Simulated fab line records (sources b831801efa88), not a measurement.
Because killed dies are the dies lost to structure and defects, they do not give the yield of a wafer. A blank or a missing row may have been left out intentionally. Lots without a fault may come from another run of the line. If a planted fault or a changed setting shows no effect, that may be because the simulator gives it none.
A struck lot beside a sound one | flow gf180mcu | 21 steps out of a route of 602
Sound: the wafers L961.1, L961.4, L961.6. The struck wafers were L969.1, L969.2, L969.4. The cause comes at the end.
At each step with rows: each side's tool, then ch and its chambers, then its first start. Under that, the readings that differ: sound wafers | struck wafers | difference of the means | sigmas: that difference in standard deviations of wafers without a fault.
alike: readings with means less than 2 such deviations apart, plus words and numbers identical on both sides. not compared: withheld readings, readings lacking a value on some wafer, bounds such as >300 that could conceal the same value, and numbers that have no deviation in the record and whose values overlap.
A row with sigmas, a row that says differs or no value, or rows on one side alone: a step with any of these is where the two part. Numbers that don't overlap but have no deviation are shown without sigmas and don't part them. A reading missing from all wafers of one side parts the sides only when that side holds two or more wafers.

first, 3 steps without rows for these wafers: GF_MVSD_EXPOSE_04 (exposes mask MVSD, target cd 1000 nm); GF_MVSD_PEB_05; GF_MVSD_DEVELOP_06 (develop time 60 s).
GF_MVSD_OVL_MEAS_07:
  struck on overlay-01, day 7 15:16; sound on overlay-01, day 5 17:34
  alike: MVSD_OVL
then, 2 steps without rows for these wafers: GF_MVSD_IMPLANT_08; GF_MVSD_IMPLANT_09.
GF_MVSD_STRIP_10: strips in O2/N2.
  sound on plasmaAsher-02 ch 0,1, day 5 17:53; struck on plasmaAsher-03 ch 0,1, day 7 15:35
  alike: drypumpMotorCurrentA, heaterPowerW, oesProductAu, stripTimeToEndpointS
  not compared: rfHoursCounterH
GF_MVSD_TW_MEAS_11:
  struck on filmMetro-03, day 7 15:41; sound on filmMetro-01, day 5 17:59
reading | sound          | struck         | difference | sigmas
MVSD_TW | 1598 1587 1595 | 1549 1548 1548 | -45        | -2
then, 4 steps without rows for these wafers: GF_MVPSD_DEHYDRATE_00 (time 60 s); GF_MVPSD_HMDS_01 (prime time 60 s); GF_MVPSD_COAT_02 (resist thk 3000 nm); GF_MVPSD_SOFTBAKE_03.
GF_MVPSD_EXPOSE_04: exposes mask MVPSD, target cd 1000 nm.
  sound on ilineStepper-01 ch 0, day 6 01:19; struck on ilineStepper-01 ch 0, day 7 23:39
reading | sound                   | struck                        | difference | sigmas
mask    | MVPSD#0 MVPSD#0 MVPSD#0 | LVPWELL#0 LVPWELL#0 LVPWELL#0 | differs    | 
then, 2 steps without rows for these wafers: GF_MVPSD_PEB_05; GF_MVPSD_DEVELOP_06 (develop time 60 s).
GF_MVPSD_OVL_MEAS_07:
  struck on overlay-02, day 8 07:39; sound on overlay-02, day 6 08:37
reading        | sound          | struck | difference                    | sigmas
MVPSD_OVL (nm) | -1.7 -0.8 -1.7 | - - -  | no value on the struck wafers | 
then, 2 steps without rows for these wafers: GF_MVPSD_IMPLANT_08; GF_MVPSD_IMPLANT_09.
GF_MVPSD_STRIP_10: strips in O2/N2.
  sound on plasmaAsher-04 ch 0,1, day 6 08:56; struck on plasmaAsher-04 ch 0,1, day 8 07:59
  alike: drypumpMotorCurrentA, heaterPowerW, oesProductAu, stripTimeToEndpointS
  not compared: rfHoursCounterH
GF_MVPSD_TW_MEAS_11:
  struck on filmMetro-01, day 8 08:05; sound on filmMetro-03, day 6 09:02
reading  | sound       | struck   | difference | sigmas
MVPSD_TW | 541 541 539 | 30 30 30 | -510       | -66
then, 1 step without rows for these wafers: GF_VT_IMPLANT_DEHYDRATE_00 (time 60 s).

== WHERE THEY PART ==
Earliest at GF_MVSD_TW_MEAS_11; latest, in this record, at GF_MVPSD_TW_MEAS_11.

WHY: whatever the simulator had introduced
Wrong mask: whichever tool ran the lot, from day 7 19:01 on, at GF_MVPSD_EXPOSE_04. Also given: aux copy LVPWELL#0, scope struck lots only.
